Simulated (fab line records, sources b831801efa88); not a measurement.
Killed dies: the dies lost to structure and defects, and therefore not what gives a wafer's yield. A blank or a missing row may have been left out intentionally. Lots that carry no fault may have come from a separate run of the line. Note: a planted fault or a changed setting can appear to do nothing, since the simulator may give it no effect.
The tool behind it: which one? -- flow gf180mcu -- Sampling: 24 lots, 72 wafers, 5 of 602 route steps

## WHAT THE GAUGES READ, wafer by wafer
GF_V1_RS_MEAS_24: the measuring method here is four-point-probe. Usual: for V1_W_RS the level is 0.325 ohm/sq and the standard deviation is 0.0077.
lot,measured,on,V1_W_RS (ohm/sq),flag
L074,day 18 04:50,film-metro-04,0.316 0.312 0.322,
L075,day 18 12:02,film-metro-04,0.325 0.319 0.325,
L076,day 18 22:37,film-metro-02,0.317 0.320 0.328,
L077,day 19 07:53,film-metro-02,0.336 0.336 0.333,
L078,day 19 18:55,film-metro-04,0.346 0.344 0.342,
L079,day 20 06:58,film-metro-03,0.336 0.333 0.334,
L080,day 20 20:50,film-metro-03,0.333 0.330 0.336,
L081,day 20 22:06,film-metro-02,0.326 0.326 0.328,
L082,day 21 14:01,film-metro-04,0.327 0.330 0.325,
L083,day 22 05:08,film-metro-04,0.329 0.335 0.326,
L084,day 22 07:26,film-metro-04,0.326 0.316 0.325,
L085,day 22 14:29,film-metro-02,0.320 0.330 0.319,
L086,day 22 17:05,film-metro-04,0.318 0.319 0.327,
L087,day 23 10:55,film-metro-02,0.317 0.326 0.317,
L088,day 23 15:41,film-metro-04,0.332 0.320 0.315,
L089,day 23 22:34,film-metro-04,0.316 0.315 0.332,
L090,day 24 10:10,film-metro-04,0.330 0.317 0.332,
L091,day 24 14:43,film-metro-04,0.331 0.316 0.315,
L092,day 24 20:08,film-metro-04,0.320 0.328 0.321,
L093,day 25 07:45,film-metro-04,0.318 0.319 0.318,
L094,day 25 13:48,film-metro-03,0.324 0.314 0.323,
L095,day 25 17:02,film-metro-02,0.317 0.319 0.325,
L096,day 26 01:32,film-metro-04,0.319 0.323 0.322,
L097,day 26 13:29,film-metro-03,0.322 0.334 0.320,

GF_V2_CD_MEAS_14: the cd target is 260 nm. Usual: cd-nm reads 260.1 nm (standard deviation 1.5).
lot,measured,on,cd-nm (nm),flag
L074,day 20 07:58,cd-sem-01,258.6 258.2 258.3,
L075,day 20 14:39,cd-sem-01,261.8 261.6 260.2,
L076,day 21 01:41,cd-sem-01,261.9 261.5 262.8,
L077,day 21 10:23,cd-sem-02,260.0 259.8 260.7,
L078,day 21 21:41,cd-sem-02,259.9 260.3 260.1,
L079,day 22 08:51,cd-sem-01,262.5 261.9 263.5,
L080,day 22 21:33,cd-sem-02,258.9 259.5 258.9,
L081,day 22 23:08,cd-sem-02,261.1 260.5 261.4,
L082,day 23 15:31,cd-sem-02,262.3 262.5 262.0,
L083,day 24 05:02,cd-sem-01,258.5 259.2 259.7,
L084,day 24 07:52,cd-sem-02,259.8 260.6 261.5,
L085,day 24 13:51,cd-sem-01,259.8 259.0 258.7,
L086,day 24 16:55,cd-sem-01,260.0 261.1 260.2,
L087,day 25 09:29,cd-sem-01,260.4 261.0 260.6,
L088,day 25 13:39,cd-sem-01,260.1 259.8 259.6,
L089,day 25 19:30,cd-sem-01,258.4 258.0 257.0,
L090,day 26 07:44,cd-sem-01,258.2 257.5 258.0,
L091,day 26 11:46,cd-sem-02,258.8 259.7 259.1,
L092,day 26 15:53,cd-sem-01,258.3 259.7 259.3,
L093,day 27 02:37,cd-sem-01,261.9 261.9 263.8,
L094,day 27 08:58,cd-sem-01,259.5 258.0 259.1,
L095,day 27 12:44,cd-sem-01,260.1 259.4 260.2,
L096,day 27 20:44,cd-sem-01,259.1 258.8 258.6,
L097,day 28 08:25,cd-sem-01,261.4 261.4 259.9,

## WHICH TOOL RAN EACH LOT (tool, then ch and the chambers of the sampled wafers, then the start)
lot,GF_M1_SPUTTER_04,GF_M2_SPUTTER_02,GF_M2_SPUTTER_03
L074,"pvd-sputter-01, day 16 04:34","pvd-sputter-04, day 18 05:23","pvd-sputter-04, day 18 05:25"
L075,"pvd-sputter-02, day 16 11:08","pvd-sputter-04, day 18 12:38","pvd-sputter-04, day 18 12:40"
L076,"pvd-sputter-01, day 16 20:20","pvd-sputter-03, day 18 23:13","pvd-sputter-03, day 18 23:15"
L077,"pvd-sputter-02, day 17 05:50","pvd-sputter-04, day 19 08:29","pvd-sputter-04, day 19 08:31"
L078,"pvd-sputter-04, day 17 15:58","pvd-sputter-04, day 19 19:30","pvd-sputter-04, day 19 19:32"
L079,"pvd-sputter-02, day 18 03:41","pvd-sputter-04, day 20 07:33","pvd-sputter-04, day 20 07:35"
L080,"pvd-sputter-01, day 18 17:47","pvd-sputter-01, day 20 21:27","pvd-sputter-01, day 20 21:29"
L081,"pvd-sputter-04, day 18 18:59","pvd-sputter-03, day 20 22:43","pvd-sputter-03, day 20 22:44"
L082,"pvd-sputter-01, day 19 10:56","pvd-sputter-03, day 21 14:38","pvd-sputter-03, day 21 14:40"
L083,"pvd-sputter-01, day 20 02:46","pvd-sputter-01, day 22 05:45","pvd-sputter-01, day 22 05:47"
L084,"pvd-sputter-04, day 20 04:57","pvd-sputter-03, day 22 08:02","pvd-sputter-03, day 22 08:04"
L085,"pvd-sputter-04, day 20 11:59","pvd-sputter-03, day 22 15:05","pvd-sputter-03, day 22 15:07"
L086,"pvd-sputter-04, day 20 15:22","pvd-sputter-03, day 22 18:11","pvd-sputter-03, day 22 18:13"
L087,"pvd-sputter-01, day 21 09:05","pvd-sputter-04, day 23 11:31","pvd-sputter-04, day 23 11:33"
L088,"pvd-sputter-02, day 21 14:36","pvd-sputter-01, day 23 16:17","pvd-sputter-01, day 23 16:19"
L089,"pvd-sputter-04, day 21 22:58","pvd-sputter-03, day 23 23:10","pvd-sputter-03, day 23 23:11"
L090,"pvd-sputter-04, day 22 09:29","pvd-sputter-01, day 24 10:47","pvd-sputter-01, day 24 10:49"
L091,"pvd-sputter-04, day 22 14:08","pvd-sputter-04, day 24 15:58","pvd-sputter-04, day 24 15:59"
L092,"pvd-sputter-02, day 22 19:44","pvd-sputter-03, day 24 20:46","pvd-sputter-03, day 24 20:47"
L093,"pvd-sputter-04, day 23 08:07","pvd-sputter-01, day 25 08:22","pvd-sputter-01, day 25 08:23"
L094,"pvd-sputter-02, day 23 14:37","pvd-sputter-03, day 25 14:23","pvd-sputter-03, day 25 14:25"
L095,"pvd-sputter-04, day 23 17:49","pvd-sputter-03, day 25 17:38","pvd-sputter-03, day 25 17:40"
L096,"pvd-sputter-04, day 24 04:43","pvd-sputter-04, day 26 02:07","pvd-sputter-04, day 26 02:08"
L097,"pvd-sputter-02, day 24 15:25","pvd-sputter-04, day 26 14:04","pvd-sputter-04, day 26 14:06"
- GF_M1_SPUTTER_04: material TiN, target thk 50 nm, time 41.7 s.
- GF_M2_SPUTTER_02: material AlCu, target thk 450 nm, time 23.9 s.
- GF_M2_SPUTTER_03: material Ti, target thk 10 nm, time 6.7 s.

## AS READ BY THE TOOLS THEMSELVES (means over the sampled wafers that have a number; for cases with no such wafer, the mark the record gives instead)
GF_M1_SPUTTER_04. Usual: cathode-dc-power-W 6499.9 W, standard deviation 1.2; throttle-valve-pct 30.1 %, standard deviation 1.1.
lot,tool,cathode-dc-power-W (W),throttle-valve-pct (%),flag
L074,pvd-sputter-01,6499.9,30.6,
L075,pvd-sputter-02,6500.4,29.6,
L076,pvd-sputter-01,6500.6,30.4,
L077,pvd-sputter-02,6500.4,30.7,
L078,pvd-sputter-04,6499.7,29.6,
L079,pvd-sputter-02,6499.8,29.7,
L080,pvd-sputter-01,6499.2,30.5,
L081,pvd-sputter-04,6499.9,30.1,
L082,pvd-sputter-01,6499.6,30.8,
L083,pvd-sputter-01,6499.9,30.7,
L084,pvd-sputter-04,6497.6,29.9,
L085,pvd-sputter-04,6500.7,29.5,
L086,pvd-sputter-04,6499.6,30.5,
L087,pvd-sputter-01,6499.2,30.6,
L088,pvd-sputter-02,6498.2,29.5,
L089,pvd-sputter-04,6499.3,31.0,
L090,pvd-sputter-04,6499.5,29.1,
L091,pvd-sputter-04,6499.7,29.1,
L092,pvd-sputter-02,6499.8,29.6,
L093,pvd-sputter-04,6499.9,30.3,
L094,pvd-sputter-02,6499.1,30.4,
L095,pvd-sputter-04,6499.8,30.1,
L096,pvd-sputter-04,6501.3,31.0,
L097,pvd-sputter-02,6501.5,29.7,

GF_M2_SPUTTER_02. Usual: cathode-dc-power-W 10600 W, standard deviation 2.1; throttle-valve-pct 30.0 %, standard deviation 0.78.
lot,tool,cathode-dc-power-W (W),throttle-valve-pct (%),flag
L074,pvd-sputter-04,10602,29.7,
L075,pvd-sputter-04,10601,30.6,
L076,pvd-sputter-03,10601,29.7,
L077,pvd-sputter-04,10600,29.9,
L078,pvd-sputter-04,10599,30.9,
L079,pvd-sputter-04,10601,31.3,
L080,pvd-sputter-01,10599,30.3,
L081,pvd-sputter-03,10599,29.6,
L082,pvd-sputter-03,10599,29.3,
L083,pvd-sputter-01,10601,30.2,
L084,pvd-sputter-03,10601,29.7,
L085,pvd-sputter-03,10599,29.5,
L086,pvd-sputter-03,10600,30.0,
L087,pvd-sputter-04,10599,31.3,
L088,pvd-sputter-01,10599,30.2,
L089,pvd-sputter-03,10600,30.1,
L090,pvd-sputter-01,10603,30.4,
L091,pvd-sputter-04,10600,30.3,
L092,pvd-sputter-03,10602,29.9,
L093,pvd-sputter-01,10600,30.4,
L094,pvd-sputter-03,10599,29.7,
L095,pvd-sputter-03,10599,29.6,
L096,pvd-sputter-04,10600,30.8,
L097,pvd-sputter-04,10599,29.4,

GF_M2_SPUTTER_03. Usual: cathode-dc-power-W 3000.0 W, standard deviation 0.59; throttle-valve-pct 30.1 %, standard deviation 0.77.
lot,tool,cathode-dc-power-W (W),throttle-valve-pct (%),flag
L074,pvd-sputter-04,3000.1,29.4,
L075,pvd-sputter-04,2999.5,30.4,
L076,pvd-sputter-03,2999.6,29.8,
L077,pvd-sputter-04,3000.3,29.9,
L078,pvd-sputter-04,2999.8,31.0,
L079,pvd-sputter-04,3000.3,31.3,
L080,pvd-sputter-01,2999.8,30.2,
L081,pvd-sputter-03,2999.7,29.5,
L082,pvd-sputter-03,3000.1,29.3,
L083,pvd-sputter-01,3000.5,30.4,
L084,pvd-sputter-03,3000.1,29.9,
L085,pvd-sputter-03,3000.2,29.5,
L086,pvd-sputter-03,2999.6,29.8,
L087,pvd-sputter-04,2999.8,31.2,
L088,pvd-sputter-01,3000.1,30.1,
L089,pvd-sputter-03,2999.5,30.0,
L090,pvd-sputter-01,2999.7,30.3,
L091,pvd-sputter-04,3000.3,30.4,
L092,pvd-sputter-03,2999.9,30.1,
L093,pvd-sputter-01,3000.8,30.2,
L094,pvd-sputter-03,3000.0,29.7,
L095,pvd-sputter-03,3000.4,29.6,
L096,pvd-sputter-04,3000.0,30.9,
L097,pvd-sputter-04,3000.4,29.4,

## THE ANSWER, worked out from the rows above alone
Rule: a lot is off if the mean of its wafers that have a number lies more than 3 standard deviations from the usual mean. A lot without any number at a reading at which 4 lots or more have one is off too. Where the step has rows for the other lots, those lots are counted as sound. After the gauges, taken in route order, come the tools' own readings; for these a lot's mean is taken, as printed above. At the first step where some lot is off, the reading lying furthest off is the one used; lots without a number count as furthest.
No lot is off on any of the readings shown, so nothing can be concluded from this.

## WHAT WAS PUT IN BY THE SIMULATOR
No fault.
